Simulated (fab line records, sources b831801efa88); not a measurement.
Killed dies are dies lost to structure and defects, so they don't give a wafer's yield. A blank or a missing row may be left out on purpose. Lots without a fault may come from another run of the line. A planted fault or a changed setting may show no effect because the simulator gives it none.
A struck lot beside a sound one | flow sky130 | 43 steps out of a route of 708
Sound: wafers L373.1, L373.5, L373.6. Struck: wafer L377.4. (L377.1, L377.3 of the same lot were not struck and are left out.) The cause comes at the end.
At each step with rows: each side's tool, then ch and its chambers, then its first start. Under that, the readings that differ: sound wafers | struck wafers | difference of the means | sigmas: that difference in standard deviations of wafers without a fault.
alike: readings whose means differ by less than 2 such deviations, and words and numbers that are the same on both sides. not compared: withheld readings, readings that some wafer has no value for, bounds like >300 that may hide the same value, and numbers for which the record gives no deviation and whose values overlap.
The two part at a step that has a row with sigmas, a row that says differs or no value, or rows on one side only. Numbers that don't overlap but have no deviation are shown without sigmas and don't part them. A reading that every wafer of one side lacks parts them only if that side has two wafers or more.

first, 1 step without rows for these wafers: SKY_VIA4_DEVELOP_10 (develop time 60 s).
SKY_VIA4_OVL_MEAS_11:
  sound on overlay-01, day 43 08:22; struck on overlay-02, day 44 10:19
  alike: VIA4_OVL
then, 7 steps without rows for these wafers: SKY_VIA4_ETCH_12 (etches SiO2 in C4F8/O2/Ar, stops on TiN, target depth 580 nm); SKY_VIA4_STRIP_13 (strips in O2/N2); SKY_VIA4_STRIP_14 (strips in post etch residue remover, time 1200 s); SKY_VIA4_CLEAN_15 (cleans in IPA, time 180 s); SKY_VIA4_CLEAN_16 (cleans in O3/DIW); SKY_VIA4_SPUTTER_17 (material TiN, target thk 20 nm, time 80 s); SKY_VIA4_CVD_18 (deposits W, target thk 505 nm, time 152.14 s).
SKY_VIA4_RS_MEAS_19: measures by four-point-probe.
  sound on film_metro-02, day 43 09:16; struck on film_metro-04, day 44 11:14
  reading            | sound             | struck | difference | sigmas
  VIA4_W_RS (ohm/sq) | 0.218 0.226 0.220 | 0.230  | +0.009     | +2
SKY_VIA4_THK_MEAS_20: measures by xrf.
  sound on film_metro-02, day 43 09:23; struck on film_metro-04, day 44 11:21
  alike: VIA4_W_THK
SKY_VIA4_CMP_21: polishes, stops on SiO2, t overpolish 25 s, target thk 0 nm.
  sound on cmp-02 ch 0,2,3, day 43 09:36; struck on cmp-01 ch 1, day 44 11:25
  alike: head_pressure_psi, motor_current_A, overpolish_run_s, time_to_endpoint_s
SKY_METAL5_SPUTTER_00: material Ti, target thk 15 nm, time 10 s.
  sound on pvd_sputter-02, day 43 09:45; struck on pvd_sputter-04, day 44 11:43
  alike: chamber_pressure_pa, throttle_valve_pct
SKY_METAL5_SPUTTER_01: material TiN, target thk 20 nm, time 16.7 s.
  sound on pvd_sputter-02, day 43 09:47; struck on pvd_sputter-04, day 44 11:44
  alike: chamber_pressure_pa, throttle_valve_pct
SKY_METAL5_SPUTTER_02: material AlCu, target thk 1150 nm, time 61.2 s.
  sound on pvd_sputter-02, day 43 09:48; struck on pvd_sputter-04, day 44 11:46
  alike: chamber_pressure_pa, throttle_valve_pct
then, 1 step without rows for these wafers: SKY_METAL5_SPUTTER_03 (material Ti, target thk 5 nm, time 3.3 s).
SKY_METAL5_SPUTTER_04: material TiN, target thk 70 nm, time 58.3 s.
  sound on pvd_sputter-02, day 43 09:52; struck on pvd_sputter-04, day 44 11:50
  alike: chamber_pressure_pa, throttle_valve_pct
SKY_METAL5_RS_MEAS_05: measures by four-point-probe.
  sound on film_metro-01, day 43 09:55; struck on film_metro-01, day 44 11:53
  alike: METAL5_ALCU_RS
SKY_METAL5_THK_MEAS_06: measures by xrf.
  sound on film_metro-01, day 43 10:02; struck on film_metro-01, day 44 12:00
  alike: METAL5_ALCU_THK
then, 13 steps without rows for these wafers: SKY_METAL5_DEHYDRATE_07 (time 60 s); SKY_METAL5_HMDS_08 (prime time 60 s); SKY_METAL5_COAT_09 (resist thk 1800 nm); SKY_METAL5_SOFTBAKE_10 (time 60 s); SKY_METAL5_EXPOSE_11 (exposes mask MM5, target cd 1600 nm); SKY_METAL5_PEB_12; SKY_METAL5_DEVELOP_13 (develop time 60 s); SKY_METAL5_DESCUM_14 (chemistry O2, time 11 s); SKY_METAL5_METAL_ETCH_15 (etches the open film in Cl2/BCl3, stops on SiO2, target depth 1260 nm, time 252 s); SKY_METAL5_STRIP_16 (strips in O2/N2); SKY_METAL5_STRIP_17 (strips in post etch residue remover, time 1200 s); SKY_METAL5_CLEAN_18 (cleans in IPA, time 180 s); SKY_METAL5_CLEAN_19 (cleans in O3/DIW).
SKY_PASSIVATION_CVD_00: deposits SiO2, target thk 90 nm.
  sound on pecvd-04 ch 0,1, day 44 09:34; struck on pecvd-02 ch 2, day 45 09:35
  reading            | sound       | struck | difference | sigmas
  heater_power_w (W) | 537 722 527 | 839    | +244       | +3
SKY_PASSIVATION_THK_MEAS_01:
  sound on film_metro-02, day 44 09:35; struck on film_metro-02, day 45 09:36
  alike: PASSIVATION_CVD_00_THK
then, 1 step without rows for these wafers: SKY_PASSIVATION_CVD_02 (deposits Si3N4, target thk 540 nm).
SKY_PASSIVATION_THK_MEAS_03:
  sound on film_metro-04, day 44 09:53; struck on film_metro-02, day 45 09:53
  alike: PASSIVATION_CVD_02_THK
then, 6 steps without rows for these wafers: SKY_PASSIVATION_DEHYDRATE_04 (time 60 s); SKY_PASSIVATION_HMDS_05 (prime time 60 s); SKY_PASSIVATION_COAT_06 (resist thk 3000 nm); SKY_PASSIVATION_SOFTBAKE_07; SKY_PASSIVATION_EXPOSE_08 (exposes mask NSM, target cd 3000 nm); SKY_PASSIVATION_PEB_09.
SKY_PAD_OPEN_PROBE_99:
  sound on prober-02, day 46 06:44; struck on prober-02, day 47 05:03
  reading                               | sound               | struck | difference | sigmas
  defect_limited_yield (%)              | 81.7 81.1 85.2      | 74.4   | -8.3       | -5
  killed_at_M4_up                       | 7 4 1               | 35     | +31        | +16
  killed_dies                           | 90 93 73            | 126    | +41        | +5
  killed_on_rim                         | 22 18 14            | 29     | +11        | +3
  sort_bin_3_pad_short (%)              | 0.8 0.6 0.4         | 2.8    | +2.2       | +5
  sort_bin_5_function (%)               | 11.2 11.2 8.3       | 14.6   | +4.4       | +3
  sort_n_pass                           | 402 399 419         | 366    | -41        | -5
  sort_yield_pct (%)                    | 81.7 81.1 85.2      | 74.4   | -8.3       | -5
  model.etest.tester.sort_n_pass        | 402 399 419         | 366    | -41        |
  model.etest.tester.sort_yield_pct (%) | 81.71 81.1 85.16    | 74.39  | -8.27      |
  model.etest.tester.sort_bin_5_pct (%) | 11.18 11.18 8.333   | 14.63  | +4.40      |
  model.etest.tester.sort_bin_3_pct (%) | 0.813 0.6098 0.4065 | 2.846  | +2.236     |
  alike: killed_at_M0_to_M3, killed_at_contacts, killed_at_front_end, killed_at_other, killed_open, killed_short, sort_bin_6_memory

WHERE THEY PART
First at SKY_VIA4_RS_MEAS_19; last, within this record, at SKY_PAD_OPEN_PROBE_99.

WHY: what the simulator had put in
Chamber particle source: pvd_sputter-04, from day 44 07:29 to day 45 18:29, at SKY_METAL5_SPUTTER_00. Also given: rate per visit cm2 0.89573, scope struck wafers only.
